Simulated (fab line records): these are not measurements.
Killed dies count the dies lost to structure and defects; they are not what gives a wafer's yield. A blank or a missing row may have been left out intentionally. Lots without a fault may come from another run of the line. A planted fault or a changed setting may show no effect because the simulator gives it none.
fab line records	flow gf180mcu
record lots=14	wafers=42	last-day=33
route steps=602 shown HV_LDD@210 NSD@247 PSD@255
lots with no fault: from the same line, run without faults
start-h: the number of hours between the record's first day and the start of the first shown wafer of the lot	wait-h: hours from the lot's prior step to this one	" same as the row above	L1.1+2: one row covering several wafers at once	- no value present, or no start provided	* or withheld: withheld	< > ~ a bound
route shown NAME@n: names a module that has steps shown in the file, with the first one's number in the route	usual: mean and standard deviation over wafers with no fault	same: alike in all rows	chamber/n: place in a boat	sites: each site's reading	_std_site: how widely they spread, as a standard deviation	_edge_site: the outer-site mean with the inner-site mean subtracted	radius-mm: for every site, how far away it sits from the centre of the wafer	mask NAME#n: copy n	behind: the last tool/chamber to shape the wafer	hold: what put the lot on hold/how long, in hours/how the hold closed	device: transistor that didn't switch, given as n, p or np	end of line: at the end of the route, the tests of the same wafers	for a step that has no rows: nothing shown but its recipe	killed: dies that structure and defects cost at the first sort, which is not the same as the wafer's yield	map: per-die view of a wafer (x killed, . not killed, _ where there is no die)
set.NAME: setting as actually run; set.NAME@STEP: the setting as run at that earlier step	model.NAME: the simulator's own value behind a step, which no gauge read
a sample of lots followed through the steps of the route, with each step as a table and each wafer as a row
services: the hour from which a tool's chamber was out of use, counted from the record's first day as start-h (under 0 if before that day), plus the number of hours and why
## steps
# step GF_HV_LDD_IMPLANT_34
# recipe species=P	energy-kev=60	dose-cm2=7.5e+12	tilt-deg=30	rotation-deg=90
# usual beam-energy-keV=60.003/0.02	beam-on-s=9.98/0.19
lot.wafer	tool	chamber	start-h	wait-h	beam-energy-keV	beam-on-s
L142.2	implanter-04	0	255.40	0.1	59.987	9.98
L142.3	"	0	"	"	59.988	10.02
L142.5	"	0	"	"	60.031	10.00
L143.1	implanter-03	0	262.16	0.1	59.996	9.90
L143.5	"	0	"	"	60.026	9.95
L143.6	"	0	"	"	59.996	10.36
L144.1	implanter-01	0	278.90	0.1	59.996	10.05
L144.2	"	0	"	"	60.027	9.87
L144.4	"	0	"	"	60.015	9.99
L145.1	implanter-03	0	280.11	0.1	60.032	9.93
L145.2	"	0	"	"	60.015	10.30
L145.5	"	0	"	"	60.016	10.22
L146.2	implanter-03	0	282.00	0.1	60.019	10.07
L146.4	"	0	"	"	59.983	9.99
L146.6	"	0	"	"	59.992	9.82
L147.1	implanter-01	0	302.91	0.1	59.990	9.90
L147.3	"	0	"	"	59.981	10.23
L147.4	"	0	"	"	59.986	9.85
L150.2	implanter-03	0	325.25	0.1	59.998	10.09
L150.3	"	0	"	"	59.997	9.92
L150.5	"	0	"	"	60.019	9.65
L152.1	implanter-03	0	331.31	0.1	60.029	10.00
L152.3	"	0	"	"	60.012	10.13
L152.6	"	0	"	"	60.007	9.89
L153.3	implanter-04	0	337.41	0.1	60.019	10.27
L153.4	"	0	"	"	60.025	9.78
L153.6	"	0	"	"	60.005	10.26
L154.2	implanter-03	0	352.23	0.1	60.008	10.32
L154.4	"	0	"	"	60.003	9.79
L154.6	"	0	"	"	60.012	9.79
L155.1	implanter-01	0	369.11	0.1	60.003	9.89
L155.4	"	0	"	"	60.003	9.99
L155.6	"	0	"	"	59.988	10.01
L157.1	implanter-03	-	375.36	0.1	-	-
L157.4	"	-	"	"	-	-
L157.6	"	-	"	"	-	-
L158.1	implanter-04	-	376.31	0.1	-	-
L158.3	"	-	"	"	-	-
L158.6	"	-	"	"	-	-
L159.1	implanter-01	0	391.11	0.1	59.987	10.06
L159.4	"	0	"	"	59.979	10.11
L159.6	"	0	"	"	59.984	10.26
# step GF_HV_LDD_STRIP_37
# recipe chemistry=O2/N2	power-w=1400	pressure-mtorr=1500	platen-temp-c=250	o2-flow-sccm=3000	n2-flow-sccm=300	overash-fraction=0.5
# usual chamber-pressure-mTorr=1500.0/1.4	drypump-motor-current-A=6.0/0.46	heater-power-w=337/42	n2-flow-sccm=299.9/0.89	oes-product-au=0.715/0.0048	strip-time-to-endpoint-s=12.63/0.037
lot.wafer	tool	chamber	start-h	wait-h	chamber-pressure-mTorr	drypump-motor-current-A	heater-power-w	n2-flow-sccm	oes-product-au	rf-hours-counter-h	strip-time-to-endpoint-s
L142.2	plasma-asher-01	0	255.83	0.1	1502.3	6.2	383	300.6	0.718	54	12.64
L142.3	"	0	"	"	1499.1	6.2	394	300.1	0.715	-	12.65
L142.5	"	0	"	"	1502.6	6.2	385	300.5	0.709	-	12.63
L143.1	plasma-asher-01	1	262.61	0.1	1500.3	5.9	281	300.7	0.713	54	12.67
L143.5	"	1	"	"	1501.1	5.8	272	301.0	0.715	-	12.71
L143.6	"	0	"	"	1503.0	6.2	389	300.9	0.718	-	12.65
L144.1	plasma-asher-01	1	279.35	0.1	1500.3	5.9	279	301.3	0.714	56	12.66
L144.2	"	0	"	"	1500.5	6.2	376	298.8	0.723	56	12.65
L144.4	"	1	"	"	1499.4	5.9	277	301.1	0.724	-	12.67
L145.1	plasma-asher-04	1	280.56	0.1	1501.6	6.5	361	300.4	0.720	50	12.68
L145.2	"	0	"	"	1499.1	6.2	319	299.7	0.716	50	12.67
L145.5	"	1	"	"	1501.3	6.5	374	298.9	0.709	-	12.67
L146.2	plasma-asher-03	1	282.42	0.1	1501.8	5.1	369	298.0	0.718	69	12.66
L146.4	"	1	"	"	1501.5	5.1	380	297.4	0.711	-	12.68
L146.6	"	1	"	"	1500.2	5.1	380	297.6	0.715	-	12.66
L147.1	plasma-asher-04	1	303.36	0.1	1500.4	6.5	372	300.4	0.713	53	12.66
L147.3	"	1	"	"	1499.4	6.6	371	300.8	0.716	-	12.65
L147.4	"	0	"	"	1501.0	6.2	324	299.8	0.712	-	12.65
L150.2	plasma-asher-04	0	325.68	0.1	1499.6	6.3	319	300.5	0.716	55	12.59
L150.3	"	1	"	"	1500.1	6.6	371	301.2	0.713	-	12.63
L150.5	"	1	"	"	1499.0	6.6	369	300.1	0.710	-	12.63
L152.1	plasma-asher-01	1	331.76	0.1	1501.4	5.9	278	299.6	0.710	61	12.67
L152.3	"	1	"	"	1500.2	5.9	271	299.7	0.713	-	12.64
L152.6	"	1	"	"	1496.6	5.9	267	299.1	0.710	-	12.66
L153.3	plasma-asher-04	0	337.84	0.1	1500.6	6.2	319	299.1	0.711	-	12.59
L153.4	"	1	"	"	1499.5	6.5	359	299.4	0.720	-	12.58
L153.6	"	1	"	"	1499.6	6.5	369	298.8	0.720	-	12.62
L154.2	plasma-asher-01	1	352.66	0.1	1497.8	5.9	277	300.6	0.709	63	12.50
L154.4	"	1	"	"	1501.5	5.8	277	300.0	0.711	-	12.56
L154.6	"	0	"	"	1500.4	6.2	388	299.3	0.719	-	12.58
L155.1	plasma-asher-04	1	369.56	0.1	1499.4	6.6	363	299.4	0.716	60	12.63
L155.4	"	0	"	"	1498.9	6.2	316	300.7	0.706	-	12.62
L155.6	"	0	"	"	1498.4	6.2	315	300.4	0.720	-	12.62
L157.1	plasma-asher-03	0	375.81	0.1	1502.3	6.0	284	299.5	0.724	79	12.65
L157.4	"	1	"	"	1497.7	5.1	379	300.7	0.716	-	12.63
L157.6	"	0	"	"	1501.8	6.1	283	298.7	0.725	-	12.59
L158.1	plasma-asher-03	1	376.76	0.1	1498.5	5.0	381	298.4	0.713	79	12.64
L158.3	"	0	"	"	1498.4	6.1	294	300.3	0.713	-	12.64
L158.6	"	1	"	"	1499.5	5.1	374	299.3	0.724	-	12.65
L159.1	plasma-asher-03	1	391.56	0.1	1500.2	5.1	362	300.7	0.720	81	12.62
L159.4	"	1	"	"	1503.1	5.1	373	301.8	0.712	-	12.62
L159.6	"	0	"	"	1498.4	6.0	286	300.8	0.710	-	12.65
# step GF_HV_LDD_TW_MEAS_38
# usual HV_LDD_3_TW=1427/14
lot.wafer	tool	chamber	start-h	wait-h	HV_LDD_3_TW
L142.2	film-metro-01	-	255.94	0.1	1432
L142.3	"	-	"	"	1432
L142.5	"	-	"	"	1433
L143.1	film-metro-01	-	262.71	0.1	1436
L143.5	"	-	"	"	1432
L143.6	"	-	"	"	1429
L144.1	film-metro-04	-	279.45	0.1	1431
L144.2	"	-	"	"	1436
L144.4	"	-	"	"	1433
L145.1	film-metro-04	-	280.66	0.1	1433
L145.2	"	-	"	"	1436
L145.5	"	-	"	"	1426
L146.2	film-metro-02	-	282.67	0.2	1415
L146.4	"	-	"	"	1406
L146.6	"	-	"	"	1409
L147.1	film-metro-02	-	303.46	0.1	1417
L147.3	"	-	"	"	1409
L147.4	"	-	"	"	1415
L150.2	film-metro-01	-	325.79	0.1	1442
L150.3	"	-	"	"	1445
L150.5	"	-	"	"	1441
L152.1	film-metro-01	-	331.86	0.1	1449
L152.3	"	-	"	"	1451
L152.6	"	-	"	"	1446
L153.3	film-metro-04	-	337.93	0.1	1435
L153.4	"	-	"	"	1429
L153.6	"	-	"	"	1436
L154.2	film-metro-01	-	352.77	0.1	1436
L154.4	"	-	"	"	1447
L154.6	"	-	"	"	1445
L155.1	film-metro-04	-	369.66	0.1	1440
L155.4	"	-	"	"	1445
L155.6	"	-	"	"	1444
L157.1	film-metro-02	-	375.91	0.1	1297
L157.4	"	-	"	"	1292
L157.6	"	-	"	"	1296
L158.1	film-metro-04	-	376.86	0.1	1318
L158.3	"	-	"	"	1308
L158.6	"	-	"	"	1315
L159.1	film-metro-01	-	391.66	0.1	1444
L159.4	"	-	"	"	1445
L159.6	"	-	"	"	1443
# step GF_HV_LDD_RS_MEAS_53
# recipe thk-meas-gauge=four-point-probe
# usual HV_LDD_RS=417.8/0.99
lot.wafer	tool	chamber	start-h	wait-h	HV_LDD_RS[ohm/sq]
L142.2	film-metro-02	-	282.92	0.1	419.4
L142.3	"	-	"	"	419.1
L142.5	"	-	"	"	420.6
L143.1	film-metro-04	-	283.13	0.1	416.3
L143.5	"	-	"	"	416.8
L143.6	"	-	"	"	417.1
L144.1	film-metro-04	-	299.89	0.1	415.9
L144.2	"	-	"	"	416.7
L144.4	"	-	"	"	416.1
L145.1	film-metro-04	-	301.09	0.1	417.1
L145.2	"	-	"	"	417.1
L145.5	"	-	"	"	417.7
L146.2	film-metro-02	-	303.03	0.1	418.4
L146.4	"	-	"	"	417.8
L146.6	"	-	"	"	417.7
L147.1	film-metro-04	-	324.49	0.1	418.5
L147.3	"	-	"	"	417.9
L147.4	"	-	"	"	417.4
L150.2	film-metro-02	-	347.31	0.1	417.5
L150.3	"	-	"	"	417.9
L150.5	"	-	"	"	417.4
L152.1	film-metro-01	-	354.54	0.1	417.3
L152.3	"	-	"	"	417.1
L152.6	"	-	"	"	417.8
L153.3	film-metro-01	-	358.99	0.1	416.9
L153.4	"	-	"	"	417.0
L153.6	"	-	"	"	417.1
L154.2	film-metro-04	-	375.78	0.1	417.9
L154.4	"	-	"	"	419.5
L154.6	"	-	"	"	418.9
L155.1	film-metro-04	-	392.80	0.1	418.5
L155.4	"	-	"	"	418.0
L155.6	"	-	"	"	417.7
L157.1	film-metro-04	-	399.31	0.1	437.7
L157.4	"	-	"	"	437.3
L157.6	"	-	"	"	437.9
L158.1	film-metro-01	-	399.83	0.1	439.0
L158.3	"	-	"	"	440.2
L158.6	"	-	"	"	438.8
L159.1	film-metro-02	-	415.89	0.1	419.4
L159.4	"	-	"	"	418.3
L159.6	"	-	"	"	418.8
# step GF_NSD_TW_MEAS_12
# usual NSD_TW=4235/58
lot.wafer	tool	chamber	start-h	wait-h	NSD_TW
L142.2	film-metro-01	-	307.03	0.1	4278
L142.3	"	-	"	"	4247
L142.5	"	-	"	"	4241
L143.1	film-metro-02	-	308.56	0.1	4177
L143.5	"	-	"	"	4184
L143.6	"	-	"	"	4190
L144.1	film-metro-02	-	324.09	0.1	4157
L144.2	"	-	"	"	4166
L144.4	"	-	"	"	4187
L145.1	film-metro-02	-	328.07	0.1	4175
L145.2	"	-	"	"	4175
L145.5	"	-	"	"	4173
L146.2	film-metro-03	-	329.33	0.1	4308
L146.4	"	-	"	"	4308
L146.6	"	-	"	"	4310
L147.1	film-metro-03	-	350.61	0.1	4293
L147.3	"	-	"	"	4286
L147.4	"	-	"	"	4270
L150.2	film-metro-02	-	372.57	0.1	4157
L150.3	"	-	"	"	4187
L150.5	"	-	"	"	4182
L152.1	film-metro-03	-	379.77	0.1	4295
L152.3	"	-	"	"	4262
L152.6	"	-	"	"	4252
L153.3	film-metro-03	-	384.18	0.1	4254
L153.4	"	-	"	"	4253
L153.6	"	-	"	"	4265
L154.2	film-metro-02	-	401.57	0.1	4171
L154.4	"	-	"	"	4160
L154.6	"	-	"	"	4139
L155.1	film-metro-03	-	421.12	0.1	4308
L155.4	"	-	"	"	4289
L155.6	"	-	"	"	4294
L159.1	film-metro-03	-	443.36	0.1	4291
L159.4	"	-	"	"	4276
L159.6	"	-	"	"	4280
# step GF_PSD_CD_MEAS_07
# recipe target-cd-nm=400
# usual cd-nm=400.1/2.6
lot.wafer	tool	chamber	start-h	wait-h	cd-nm
L142.2	cd-sem-01	-	327.17	0.1	397.7
L142.3	"	-	"	"	395.6
L142.5	"	-	"	"	397.7
L143.1	cd-sem-01	-	329.15	0.1	402.8
L143.5	"	-	"	"	402.0
L143.6	"	-	"	"	404.6
L144.1	cd-sem-01	-	345.12	0.1	403.1
L144.2	"	-	"	"	401.3
L144.4	"	-	"	"	401.8
L145.1	cd-sem-01	-	349.27	0.1	398.7
L145.2	"	-	"	"	399.6
L145.5	"	-	"	"	397.4
L146.2	cd-sem-01	-	350.97	0.1	403.8
L146.4	"	-	"	"	403.2
L146.6	"	-	"	"	404.5
L147.1	cd-sem-02	-	371.70	0.1	401.7
L147.3	"	-	"	"	400.1
L147.4	"	-	"	"	402.8
L150.2	cd-sem-01	-	395.12	0.1	403.3
L150.3	"	-	"	"	402.9
L150.5	"	-	"	"	402.0
L152.1	cd-sem-01	-	402.67	0.1	405.2
L152.3	"	-	"	"	399.9
L152.6	"	-	"	"	404.1
L153.3	cd-sem-01	-	406.69	0.1	400.3
L153.4	"	-	"	"	401.5
L153.6	"	-	"	"	399.6
L154.2	cd-sem-01	-	424.99	0.1	395.9
L154.4	"	-	"	"	396.0
L154.6	"	-	"	"	395.3
L155.1	cd-sem-02	-	445.10	0.1	402.3
L155.4	"	-	"	"	399.1
L155.6	"	-	"	"	401.3
L159.1	cd-sem-01	-	467.35	0.1	398.3
L159.4	"	-	"	"	401.4
L159.6	"	-	"	"	397.3
## services
tool	chamber	start-h	hours	kind
implanter-03	-	250.32	0.8	repair
plasma-asher-04	-	252.45	1.4	repair
implanter-03	-	254.96	0.7	repair
implanter-04	-	258.70	2.3	repair
implanter-03	-	277.10	2.7	repair
implanter-01	-	292.17	2.1	repair
implanter-01	-	293.48	5.3	repair
implanter-01	-	304.11	3.5	pm
implanter-04	-	356.01	1.5	repair
implanter-01	-	361.32	2.4	repair
plasma-asher-04	-	379.58	8.4	repair
plasma-asher-04	-	387.70	0.4	repair
## key
first-sign step=GF_HV_LDD_IMPLANT_34	reading=tool-record	direction=missing
effect step=GF_HV_LDD_TW_MEAS_38	reading=HV_LDD_3_TW	direction=down	sigmas=8.5	usual=1427	struck=1304
effect step=GF_HV_LDD_RS_MEAS_53	reading=HV_LDD_RS	direction=up	sigmas=21	usual=417.8	struck=438.5
met-at GF_HV_LDD_IMPLANT_34
struck-lots L157,L158
later-rows-left-out L157.1,L157.4,L157.6,L158.1,L158.3,L158.6
sort-left-out L157.1,L157.4,L157.6,L158.1,L158.3,L158.6
tester-left-out L157,L158
not-acting-at GF_HV_LDD_STRIP_37,GF_NSD_TW_MEAS_12,GF_PSD_CD_MEAS_07
onset-between 352.23 375.36
fault kind=skipped-step-whole	tool=implanter-03,implanter-04	chamber=-	onset-h=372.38	steps=GF_HV_LDD_IMPLANT_34	scope=struck-lots-only
# tester-left-out: of these lots the tester's yield and bins aren't shown, on N5 and GAA mostly nor the transistor test; their killed dies are dies lost to structure and defects alone, not to doping, threshold or leakage, so they don't give the yield
# sort-left-out: the simulated sort isn't trusted on such a fault, so these wafers' sort isn't shown, and their yield isn't known
# later-rows-left-out: the simulator's readings of these wafers behind a module that went badly wrong aren't trusted and aren't shown, but for the sort
